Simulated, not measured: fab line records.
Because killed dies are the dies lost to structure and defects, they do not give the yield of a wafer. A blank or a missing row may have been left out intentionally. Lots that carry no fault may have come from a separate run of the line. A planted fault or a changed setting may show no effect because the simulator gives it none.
Chamber matching + flow sky130 + rieDiel-03 running SKY_METAL4_ETCH_17: 4 sister chambers
The step etches SiO2 in C4F8/O2/Ar, stops on TiN, time 3.9 s, target depth 15 nm. 4 wafers are shown with their chamber, then 7 later ones without.

WAFERS, EACH WITH ITS CHAMBER
| wafer  | chamber | rfFwdPowerW (W) |
|--------|---------|-----------------|
| L956.2 | 0       | 1461            |
| L956.4 | 1       | 1471            |
| L963.2 | 3       | 1459            |
| L963.5 | 2       | 1473            |

WAFERS MISSING THEIR CHAMBER
| wafer  | rfFwdPowerW (W) |
|--------|-----------------|
| L963.6 | 1465            |
| L967.3 | 1471            |
| L967.4 | 1466            |
| L967.5 | 1475            |
| L971.1 | 1467            |
| L971.2 | 1471            |
| L971.5 | 1460            |

WHICH CHAMBER EACH ONE RAN IN
| wafer  | from the rows above               | in truth |
|--------|-----------------------------------|----------|
| L963.6 | can't be placed: 0 or 1 or 3 or 2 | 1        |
| L967.3 | can't be placed: 1 or 2           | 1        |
| L967.4 | can't be placed: 0 or 1 or 2 or 3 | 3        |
| L967.5 | can't be placed: 2 or 1           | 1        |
| L971.1 | can't be placed: 1 or 0 or 2 or 3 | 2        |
| L971.2 | can't be placed: 1 or 2           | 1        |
| L971.5 | can't be placed: 0 or 3           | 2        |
0 of 7 placed correctly. Cannot be placed on the basis of these rows: 7; the candidates contain the true chamber in 6. 0 placed wrongly.
How it was worked out, from the rows above alone: a wafer's distance from a chamber is the root of the sum, over the readings, of the square of ((its reading less the chamber's mean) divided by the reading's scatter). The wafer belongs to the nearest chamber; if the next one is less than 2 further off, it can't be placed. A chamber's mean is the mean of its shown wafers. The scatter: with one shown wafer a chamber, the root of the mean of the squares of how far each hidden wafer lies from its nearest shown one.
